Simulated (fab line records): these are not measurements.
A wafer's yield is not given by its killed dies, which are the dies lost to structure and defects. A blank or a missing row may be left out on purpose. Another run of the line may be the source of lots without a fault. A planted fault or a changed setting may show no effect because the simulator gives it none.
Which of the tools did it? -- flow sky130 -- 39 wafers from 13 lots sampled at 4 of the route's 708 steps

## WHAT THE GAUGES SHOWED, per wafer
SKY_VT_ADJUST_HVTR_CD_MEAS_07 targets a cd of 380 nm. Usual: 379.8 nm for cd-nm, sd 2.5.
lot,measured,on,cd-nm (nm),flag
L572,day 10 11:44,cd-sem-02,378.7 383.7 380.4,
L573,day 10 12:02,cd-sem-01,378.6 379.6 378.8,
L574,day 10 14:24,cd-sem-01,375.9 376.4 378.2,
L575,day 10 19:11,cd-sem-02,376.2 377.8 376.1,
L576,day 10 20:09,cd-sem-02,378.7 378.6 375.5,
L578,day 11 15:49,cd-sem-02,378.9 378.8 377.7,
L580,day 12 06:44,cd-sem-02,378.2 376.7 377.3,
L579,day 12 07:47,cd-sem-01,379.6 381.0 381.7,
L581,day 12 10:24,cd-sem-02,385.0 384.9 384.1,
L582,day 12 21:12,cd-sem-01,380.2 380.2 382.7,
L584,day 13 10:17,cd-sem-02,383.0 382.2 382.9,
L591,day 15 16:05,cd-sem-01,385.7 384.4 383.6,
L592,day 15 21:07,cd-sem-01,385.1 385.5 385.5,

SKY_VT_ADJUST_PCH_TW_MEAS_10. Usual: VT_ADJUST_PCH_TW gives 143.8 (standard deviation 0.55).
lot,measured,on,VT_ADJUST_PCH_TW,flag
L572,day 11 10:03,film-metro-04,144.6 144.1 144.3,
L573,day 11 11:00,film-metro-02,142.8 142.6 143.5,
L574,day 11 14:52,film-metro-03,143.3 143.2 143.8,
L575,day 11 20:11,film-metro-02,144.3 143.5 143.5,
L576,day 11 21:44,film-metro-04,144.4 143.9 144.1,
L578,day 12 17:25,film-metro-02,143.5 143.2 144.2,
L580,day 13 08:10,film-metro-02,144.0 143.9 143.6,
L579,day 13 10:11,film-metro-02,143.2 144.3 143.6,
L581,day 13 12:22,film-metro-02,143.5 143.9 143.5,
L582,day 13 23:19,film-metro-03,144.6 143.5 143.7,
L584,day 14 12:41,film-metro-04,143.3 144.0 144.2,
L591,day 16 21:24,film-metro-02,144.2 144.0 144.6,
L592,day 17 02:13,film-metro-04,144.1 144.4 143.5,

## WHICH TOOL RAN EACH LOT (tool, then ch and the chambers of the sampled wafers, then the start)
lot,SKY_VT_ADJUST_HVTP_STRIP_10,SKY_VT_ADJUST_HVTR_DEVELOP_06
L572,"plasma-asher-02 ch 0,1, day 6 20:10","litho-track-01 ch 0, day 10 11:35"
L573,"plasma-asher-01 ch 0,1, day 6 21:12","litho-track-01 ch 0, day 10 11:53"
L574,"plasma-asher-01 ch 0,1, day 6 22:48","litho-track-02 ch 0, day 10 14:15"
L575,"plasma-asher-01 ch 0,1, day 7 04:37","litho-track-03 ch 0, day 10 19:02"
L576,"plasma-asher-02 ch 0,1, day 7 05:13","litho-track-02 ch 0, day 10 20:00"
L578,"plasma-asher-02 ch 0,1, day 7 21:45","litho-track-02 ch 0, day 11 15:40"
L580,"plasma-asher-01 ch 0,1, day 8 09:02","litho-track-03 ch 0, day 12 06:35"
L579,"plasma-asher-02 ch 0,1, day 8 10:03","litho-track-01 ch 0, day 12 07:38"
L581,"plasma-asher-02 ch 0, day 8 13:42","litho-track-03 ch 0, day 12 10:15"
L582,"plasma-asher-04 ch 1, day 8 20:40","litho-track-03 ch 0, day 12 21:03"
L584,"plasma-asher-02 ch 0,1, day 9 09:53","litho-track-03 ch 0, day 13 10:09"
L591,"plasma-asher-02 ch 0,1, day 11 07:47","litho-track-01 ch 0, day 15 15:56"
L592,"plasma-asher-01 ch 0, day 11 13:18","litho-track-01 ch 0, day 15 20:58"
- SKY_VT_ADJUST_HVTP_STRIP_10: strips in O2/N2.
- SKY_VT_ADJUST_HVTR_DEVELOP_06: develop time 60 s.

## WHAT THE TOOLS THEMSELVES READ (means of the sampled wafers that have a number; where no wafer has one, the mark that the record gives instead)
SKY_VT_ADJUST_HVTP_STRIP_10. Usual: drypump-motor-current-A 5.8 A, standard deviation 0.43; oes-product-au 0.716 a.u., standard deviation 0.0045; strip-time-to-endpoint-s 14.19 s, standard deviation 0.042.
lot,tool,drypump-motor-current-A (A),oes-product-au (a.u.),strip-time-to-endpoint-s (s),flag
L572,plasma-asher-02,5.4,0.717,14.20,
L573,plasma-asher-01,6.4,0.715,14.20,
L574,plasma-asher-01,6.4,0.721,14.17,
L575,plasma-asher-01,6.5,0.714,14.21,
L576,plasma-asher-02,5.4,0.722,14.22,
L578,plasma-asher-02,5.4,0.712,14.19,
L580,plasma-asher-01,6.5,0.712,14.21,
L579,plasma-asher-02,5.4,0.720,14.16,
L581,plasma-asher-02,5.4,0.713,14.19,
L582,plasma-asher-04,5.6,0.715,14.23,
L584,plasma-asher-02,5.4,0.717,14.18,
L591,plasma-asher-02,5.4,0.717,14.15,
L592,plasma-asher-01,6.4,0.715,14.11,

SKY_VT_ADJUST_HVTR_DEVELOP_06. Usual: chill-plate-temp-C 23.01 C, standard deviation 0.1; developer-temp-C 22.98 C, standard deviation 0.089.
lot,tool,chill-plate-temp-C (C),developer-temp-C (C),flag
L572,litho-track-01,23.04,23.05,
L573,litho-track-01,22.93,22.98,
L574,litho-track-02,23.01,22.93,
L575,litho-track-03,22.92,22.93,
L576,litho-track-02,23.01,22.97,
L578,litho-track-02,22.98,22.95,
L580,litho-track-03,23.00,23.00,
L579,litho-track-01,22.91,22.85,
L581,litho-track-03,22.93,22.96,
L582,litho-track-03,23.07,22.94,
L584,litho-track-03,23.10,23.10,
L591,litho-track-01,23.10,22.03,OFF
L592,litho-track-01,22.92,22.08,OFF

## THE ANSWER, worked out from the rows above alone
Rule: lot off if the mean of its wafers having a number is beyond 3 standard deviations from the usual mean. Also off: a lot with no number at a reading for which 4 or more lots have one. Where the step has rows for the other lots, those lots are counted as sound. First the gauges in route order, then the tools' own readings, where a lot's mean is used as printed above. The first step at which some lot is off is used, and at that step the reading that is off furthest; a lot without a number counts as furthest.
Off, at SKY_VT_ADJUST_HVTR_DEVELOP_06 on developer-temp-C: L591, L592.
If a tool, at that step or one of the process steps before it, ran each lot that is off and ran no sound lot following the first of them, it fits. One candidate fits, namely litho-track-01 at SKY_VT_ADJUST_HVTR_DEVELOP_06. Its last sound lot is L579 (day 12 07:38), its first lot that is off L591 (day 15 15:56): a fault that began between those two fits.
On the lots that are off, the tool's own readings at SKY_VT_ADJUST_HVTR_DEVELOP_06 differ by more than 5 times the standard deviation of the sound lots' means, which bears it out; developer-temp-C reads 22.05 C there versus 22.97 C on the sound lots.

## WHAT HAD BEEN PUT IN BY THE SIMULATOR
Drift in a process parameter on litho-track-01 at SKY_VT_ADJUST_HVTR_DEVELOP_06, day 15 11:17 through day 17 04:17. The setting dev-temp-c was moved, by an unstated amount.
Shown lots that were struck: L591, L592. This agrees with what the rule above found.
